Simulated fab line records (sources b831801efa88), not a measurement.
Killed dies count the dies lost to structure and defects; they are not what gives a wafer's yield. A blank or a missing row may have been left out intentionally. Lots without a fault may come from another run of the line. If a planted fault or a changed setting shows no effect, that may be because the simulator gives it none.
A lot that was struck, set against a sound lot | flow sky130 | 15 out of 708 route steps
Sound: these wafers, L420.3, L420.5, L420.6. Wafers L413.1, L413.4, L413.6 were the ones struck. The cause comes at the end.
Per side, at each step with rows, come the tool, then ch with its chambers, and then its first start. Under that, the readings that differ: sound wafers | struck wafers | difference of the means | sigmas: that difference in standard deviations of wafers without a fault.
alike: a reading whose means differ by less than 2 such deviations, as well as words and numbers matching on both sides. not compared: withheld readings; readings where some wafer has no value; bounds like >300 that might hide an equal value; numbers whose values overlap and for which the record gives no deviation.
A row with sigmas, a row that says differs or no value, or rows on one side alone: a step with any of these is where the two part. Non-overlapping numbers with no deviation appear without sigmas and do not part them. A reading that every wafer of one side lacks parts them only if that side has two wafers or more.

first, 1 step without rows for these wafers: SKY_VT_ADJUST_NCORE_DEVELOP_06 (develop time 62.06 s).
SKY_VT_ADJUST_NCORE_CD_MEAS_07: the cd target is 380 nm.
  sound: cdSem-02 at day 12 22:46; struck: cdSem-02 at day 10 05:57
  alike: cdNm
SKY_VT_ADJUST_NCORE_OVL_MEAS_08:
  sound: overlay-02 at day 12 22:51; struck: overlay-02 at day 10 06:04
reading                  | sound          | struck      | difference | sigmas
VT_ADJUST_NCORE_OVL (nm) | -0.9 -0.4 -2.4 | 1.1 2.5 1.5 | +2.9       | +2
next, for these wafers, 1 step has no rows: SKY_VT_ADJUST_NCORE_IMPLANT_09.
SKY_VT_ADJUST_NCORE_STRIP_10: strips in O2/N2.
  sound on plasmaAsher-03 ch 0,1, day 12 23:04; struck on plasmaAsher-04 ch 0, day 10 06:16
reading                  | sound       | struck      | difference | sigmas
drypumpMotorCurrentA (A) | 5.1 5.1 5.6 | 6.2 6.2 6.2 | +0.9       | +3
  alike: chamberPressureMTorr, oesProductAu, stripTimeToEndpointS
  not compared: rfHoursCounterH
SKY_VT_ADJUST_NCORE_TW_MEAS_11:
  sound: filmMetro-02 at day 12 23:08; struck: filmMetro-01 at day 10 06:22
  alike: VT_ADJUST_NCORE_TW
then, 6 steps without rows for these wafers: SKY_VT_ADJUST_HVTR_DEHYDRATE_00 (time 60 s); SKY_VT_ADJUST_HVTR_HMDS_01 (prime time 60 s); SKY_VT_ADJUST_HVTR_COAT_02 (resist thk 1140 nm); SKY_VT_ADJUST_HVTR_SOFTBAKE_03 (time 60 s); SKY_VT_ADJUST_HVTR_EXPOSE_04 (exposes mask HVTRM, target cd 380 nm); SKY_VT_ADJUST_HVTR_PEB_05.
SKY_VT_ADJUST_HVTR_DEVELOP_06: develop time 60 s.
  sound on lithoTrack-01 ch 0, day 14 00:16; struck on lithoTrack-03 ch 0, day 11 04:35
  alike: developerTempC
SKY_VT_ADJUST_HVTR_CD_MEAS_07: the cd target is 380 nm.
  sound: cdSem-02 at day 14 00:24; struck: cdSem-01 at day 11 04:44
reading   | sound             | struck            | difference | sigmas
cdNm (nm) | 382.1 383.2 385.3 | 408.7 407.1 406.7 | +24.0      | +9
SKY_VT_ADJUST_HVTR_OVL_MEAS_08:
  sound: overlay-02 at day 14 00:29; struck: overlay-02 at day 11 04:52
reading                 | sound       | struck         | difference | sigmas
VT_ADJUST_HVTR_OVL (nm) | 4.4 3.3 4.1 | -0.7 -1.9 -2.7 | -5.7       | -3

WHERE THEY PART
Earliest at SKY_VT_ADJUST_NCORE_OVL_MEAS_08; latest, in this record, at SKY_VT_ADJUST_HVTR_OVL_MEAS_08.

WHY: what had been put in by the simulator
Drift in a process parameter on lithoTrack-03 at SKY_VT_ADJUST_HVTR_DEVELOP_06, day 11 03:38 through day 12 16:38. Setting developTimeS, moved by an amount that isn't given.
